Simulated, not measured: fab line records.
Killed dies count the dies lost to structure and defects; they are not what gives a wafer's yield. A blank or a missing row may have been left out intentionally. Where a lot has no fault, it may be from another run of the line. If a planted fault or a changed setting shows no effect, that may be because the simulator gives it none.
The tool behind it: which one? + flow sky130 + 7 lots with 21 wafers sampled at 2 steps, on a route of 708 steps

## WHAT EACH GAUGE READ, for each wafer
SKY_POLY_GATE_CD_MEAS_22.
| lot  | measured     | on        | cd nm (nm)        |
|------|--------------|-----------|-------------------|
| L535 | day 17 08:19 | cd sem-01 | 150.8 147.8 146.8 |
| L537 | day 18 12:20 | cd sem-02 | 147.7 144.0 146.4 |
| L539 | day 18 12:25 | cd sem-01 | 148.6 153.4 146.7 |
| L541 | day 20 03:02 | cd sem-01 | 150.1 146.6 146.5 |
| L545 | day 21 02:31 | cd sem-02 | 151.0 149.7 149.6 |
| L555 | day 24 13:54 | cd sem-02 | 149.6 147.7 149.8 |

## EACH LOT AND THE TOOL THAT RAN IT (in order: tool; ch and the chambers of the sampled wafers; start)
| lot  | SKY_SONOS_ONO_OXIDATION_00    |
|------|-------------------------------|
| L535 | furnace-01 ch 0, day 12 05:05 |
| L537 | furnace-01 ch 0, day 13 04:06 |
| L539 | furnace-02 ch 0, day 13 05:57 |
| L541 | furnace-02 ch 0, day 14 11:08 |
| L545 | furnace-02 ch 0, day 15 13:11 |
| L547 | furnace-02, day 16 01:48      |
| L555 | furnace-02 ch 0, day 18 15:09 |
- SKY_SONOS_ONO_OXIDATION_00: stabilise 600 s, purge 300 s, target thk 2.6 nm.

## THE ANSWER, worked out from the rows above alone
Rule: the lots themselves supply what counts as usual. The widest of any qualifying gaps counts: lots, ordered by their means at a reading, are off when they make up no more than a third of the lots, leave a main group of 4 or more, and stand apart from it by 3 or more times the standard deviation of that group's means. The tables above print the reading to a certain number of digits; a main group whose means all agree to those digits is not used. Also off: a lot with no number at a reading for which 4 or more lots have one. The other lots that the step has rows for count as sound.
No lot is off at any reading shown: from this, nothing can be told.

## WHAT THE SIMULATOR HAD PUT IN
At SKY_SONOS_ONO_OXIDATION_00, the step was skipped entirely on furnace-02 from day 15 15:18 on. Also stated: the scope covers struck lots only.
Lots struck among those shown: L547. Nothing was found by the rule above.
